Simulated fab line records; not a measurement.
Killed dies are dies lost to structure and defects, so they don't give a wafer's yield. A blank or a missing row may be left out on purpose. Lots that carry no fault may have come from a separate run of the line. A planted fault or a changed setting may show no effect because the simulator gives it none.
What tool caused it? ; flow gf180mcu ; 11 lots, 33 wafers sampled, at 6 steps of a route of 602

## WHAT THE GAUGES SHOWED, per wafer
GF_CONTACT_RS_MEAS_25: measures by four-point-probe. Usual: CONTACT_W_RS gives 0.386 ohm/sq (standard deviation 0.0034).
lot;measured;on;CONTACT_W_RS (ohm/sq);flag
L733;day 16 06:50;film_metro-03;0.384 0.386 0.382;
L735;day 16 19:31;film_metro-02;0.394 0.391 0.390;
L736;day 17 04:29;film_metro-02;0.388 0.389 0.388;
L742;day 19 08:50;film_metro-03;0.385 0.387 0.385;
L743;day 20 02:47;film_metro-03;0.387 0.385 0.385;
L747;day 21 11:26;film_metro-04;0.387 0.435 0.393 0.386 0.436 0.393;OFF
L748;day 21 18:41;film_metro-02;0.389 0.385 0.386;
L749;day 21 23:17;film_metro-02;0.387 0.436 0.386 0.386 0.435 0.387;OFF
L750;day 22 09:10;film_metro-02;0.430 0.386 0.423 0.429 0.386 0.424;OFF
L755;day 24 08:46;film_metro-03;0.385 0.388 0.388;
L756;day 24 16:41;film_metro-04;0.389 0.389 0.387;

GF_CONTACT_THK_MEAS_26: measures by xrf. Usual: CONTACT_W_THK gives 290 nm (standard deviation 4.1).
lot;measured;on;CONTACT_W_THK (nm);flag
L733;day 16 06:57;film_metro-03;292 293 293;
L735;day 16 19:38;film_metro-02;281 282 282;
L736;day 17 04:35;film_metro-02;288 286 289;
L742;day 19 08:56;film_metro-03;294 292 294;
L743;day 20 02:53;film_metro-03;289 291 290;
L747;day 21 14:22;film_metro-04;295 262 293 296 262 291;
L748;day 21 18:48;film_metro-02;283 287 288;
L749;day 22 03:38;film_metro-02;287 255 285 286 256 286;OFF
L750;day 22 13:13;film_metro-02;259 287 261 258 287 263;OFF
L755;day 24 08:53;film_metro-03;294 293 292;
L756;day 24 16:48;film_metro-04;289 291 291;

## TOOL THAT RAN EACH LOT (tool first, then ch and the chambers of the sampled wafers, then the start)
lot;GF_CONTACT_ETCH_16;GF_CONTACT_STRIP_18;GF_CONTACT_SPUTTER_22;GF_CONTACT_CVD_24
L733;rie_diel-04 ch 0,3, day 16 06:10;plasma_asher-03 ch 0, day 16 06:20;pvd_sputter-01, day 16 06:38;cvd_w-02 ch 1, day 16 06:44
L735;rie_diel-01 ch 0,2, day 16 18:50;plasma_asher-04 ch 0,1, day 16 19:00;pvd_sputter-04, day 16 19:18;cvd_w-02 ch 0,1, day 16 19:24
L736;rie_diel-04 ch 0,3, day 17 03:47;plasma_asher-03 ch 0,1, day 17 03:59;pvd_sputter-02, day 17 04:15;cvd_w-02 ch 0,1, day 17 04:23
L742;rie_diel-04 ch 0,1,2, day 19 08:08;plasma_asher-03 ch 0,1, day 19 08:20;pvd_sputter-01, day 19 08:35;cvd_w-02 ch 0,1, day 19 08:43
L743;rie_diel-01 ch 1,2, day 20 02:04;plasma_asher-01 ch 0,1, day 20 02:16;pvd_sputter-04, day 20 02:31;cvd_w-01 ch 0,1, day 20 02:40
L747;rie_diel-01 ch 0,1,2, day 21 10:44;plasma_asher-04 ch 0, day 21 10:53;pvd_sputter-02, day 21 11:13;cvd_w-02 ch 0,1, day 21 11:19
L748;rie_diel-04 ch 0,1,3, day 21 17:55;plasma_asher-03 ch 0, day 21 18:04;pvd_sputter-01, day 21 18:29;cvd_w-01 ch 0,1, day 21 18:35
L749;rie_diel-04 ch 0,1,3, day 21 22:32;plasma_asher-01 ch 0,1, day 21 22:41;pvd_sputter-02, day 21 23:05;cvd_w-02 ch 0,1, day 21 23:11
L750;rie_diel-04 ch 1,2,3, day 22 08:29;plasma_asher-04 ch 0,1, day 22 08:38;pvd_sputter-04, day 22 08:58;cvd_w-02 ch 0,1, day 22 09:04
L755;rie_diel-03 ch 0,3, day 24 08:05;plasma_asher-04 ch 0,1, day 24 08:14;pvd_sputter-02, day 24 08:33;cvd_w-01 ch 0,1, day 24 08:39
L756;rie_diel-04 ch 0,1,2, day 24 15:55;plasma_asher-03 ch 0,1, day 24 16:04;pvd_sputter-02, day 24 16:23;cvd_w-01 ch 0, day 24 16:29
- GF_CONTACT_ETCH_16: etches BARC in N2/H2.
- GF_CONTACT_STRIP_18: strips in O2/N2.
- GF_CONTACT_SPUTTER_22: material Ti, target thk 15 nm, time 80.02 s.
- GF_CONTACT_CVD_24: deposits W, target thk 300 nm, time 90.339 s.

## AS READ BY THE TOOLS THEMSELVES (means over the sampled wafers that have a number; for cases with no such wafer, the mark the record gives instead)
GF_CONTACT_ETCH_16. Usual: drypump_motor_current_A 5.7 A, standard deviation 0.5; n2_flow_sccm 100.05 sccm, standard deviation 0.3; oes_product_au 0.854 a.u., standard deviation 0.0045; throttle_valve_pct 13.223 %, standard deviation 0.0089.
lot;tool;drypump_motor_current_A (A);n2_flow_sccm (sccm);oes_product_au (a.u.);throttle_valve_pct (%);flag
L733;rie_diel-04;6.1;99.81;0.856;13.225;
L735;rie_diel-01;5.0;100.17;0.856;13.218;
L736;rie_diel-04;6.1;100.37;0.857;13.223;
L742;rie_diel-04;5.9;100.05;0.855;13.215;
L743;rie_diel-01;5.8;99.77;0.853;13.233;
L747;rie_diel-01;5.6;99.80;0.848;13.219;
L748;rie_diel-04;5.9;100.10;0.854;13.224;
L749;rie_diel-04;5.9;99.90;0.850;13.237;
L750;rie_diel-04;5.7;100.00;0.851;13.225;
L755;rie_diel-03;5.4;99.98;0.852;13.215;
L756;rie_diel-04;5.9;100.04;0.858;13.221;

GF_CONTACT_STRIP_18. Usual: drypump_motor_current_A 5.9 A, standard deviation 0.31; heater_power_w 320 W, standard deviation 26; n2_flow_sccm 300.2 sccm, standard deviation 0.93; oes_product_au 0.579 a.u., standard deviation 0.0049.
lot;tool;drypump_motor_current_A (A);heater_power_w (W);n2_flow_sccm (sccm);oes_product_au (a.u.);flag
L733;plasma_asher-03;6.1;268;300.6;0.577;
L735;plasma_asher-04;6.0;324;300.6;0.582;
L736;plasma_asher-03;5.9;310;300.6;0.582;
L742;plasma_asher-03;5.9;317;300.9;0.578;
L743;plasma_asher-01;5.9;331;301.2;0.577;
L747;plasma_asher-04;6.2;313;299.4;0.585;
L748;plasma_asher-03;6.1;281;297.5;0.585;
L749;plasma_asher-01;5.8;331;300.2;0.582;
L750;plasma_asher-04;5.7;336;299.6;0.575;
L755;plasma_asher-04;5.7;328;300.6;0.581;
L756;plasma_asher-03;5.9;320;300.9;0.578;

GF_CONTACT_SPUTTER_22. Usual: throttle_valve_pct at 30.0 %, with a standard deviation of 1.1.
lot;tool;throttle_valve_pct (%);flag
L733;pvd_sputter-01;29.6;
L735;pvd_sputter-04;30.9;
L736;pvd_sputter-02;30.2;
L742;pvd_sputter-01;29.9;
L743;pvd_sputter-04;29.9;
L747;pvd_sputter-02;31.0;
L748;pvd_sputter-01;30.4;
L749;pvd_sputter-02;30.3;
L750;pvd_sputter-04;30.0;
L755;pvd_sputter-02;30.3;
L756;pvd_sputter-02;30.6;

GF_CONTACT_CVD_24. Usual: heater_power_w 896 W, standard deviation 92; susceptor_temp_C 400.04 C, standard deviation 0.22.
lot;tool;heater_power_w (W);susceptor_temp_C (C);flag
L733;cvd_w-02;972;400.04;
L735;cvd_w-02;832;400.12;
L736;cvd_w-02;830;400.05;
L742;cvd_w-02;839;400.11;
L743;cvd_w-01;953;400.16;
L747;cvd_w-02;881;398.10;OFF
L748;cvd_w-01;952;400.03;
L749;cvd_w-02;874;397.93;OFF
L750;cvd_w-02;816;395.81;OFF
L755;cvd_w-01;977;400.00;
L756;cvd_w-01;1035;399.89;

## THE ANSWER, worked out from the rows above alone
Rule: take the mean of a lot's wafers that have a number; if it is more than 3 standard deviations from the usual mean, the lot is off. Also off: a lot with no number at a reading for which 4 or more lots have one. The other lots that the step has rows for count as sound. After the gauges, taken in route order, come the tools' own readings; for these a lot's mean is taken, as printed above. The first step at which some lot is off is used, and at that step the reading that is off furthest; a lot without a number counts as furthest.
Off: L747, L749, L750, at GF_CONTACT_RS_MEAS_25 (CONTACT_W_RS).
If a tool, at a process step before that reading, ran all the lots that are off and no sound lot after the first of them, it fits. The gauges at GF_CONTACT_RS_MEAS_25 aren't tried: what is off there is off at GF_CONTACT_CVD_24 too, on other tools, and a gauge's error can't cause that. One fits: GF_CONTACT_CVD_24 on cvd_w-02. Its last sound lot is L742 (day 19 08:43), its first lot that is off L747 (day 21 11:19): a fault that began between those two fits.
The tool's own readings at GF_CONTACT_CVD_24 bear it out: on the lots that are off they differ by more than 5 times the standard deviation of the sound lots' means. susceptor_temp_C reads 397.28 C there against 400.05 C on the sound lots.

## WHAT THE SIMULATOR PUT IN
cvd_w-02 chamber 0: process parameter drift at GF_CONTACT_CVD_24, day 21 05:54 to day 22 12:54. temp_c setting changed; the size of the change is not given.
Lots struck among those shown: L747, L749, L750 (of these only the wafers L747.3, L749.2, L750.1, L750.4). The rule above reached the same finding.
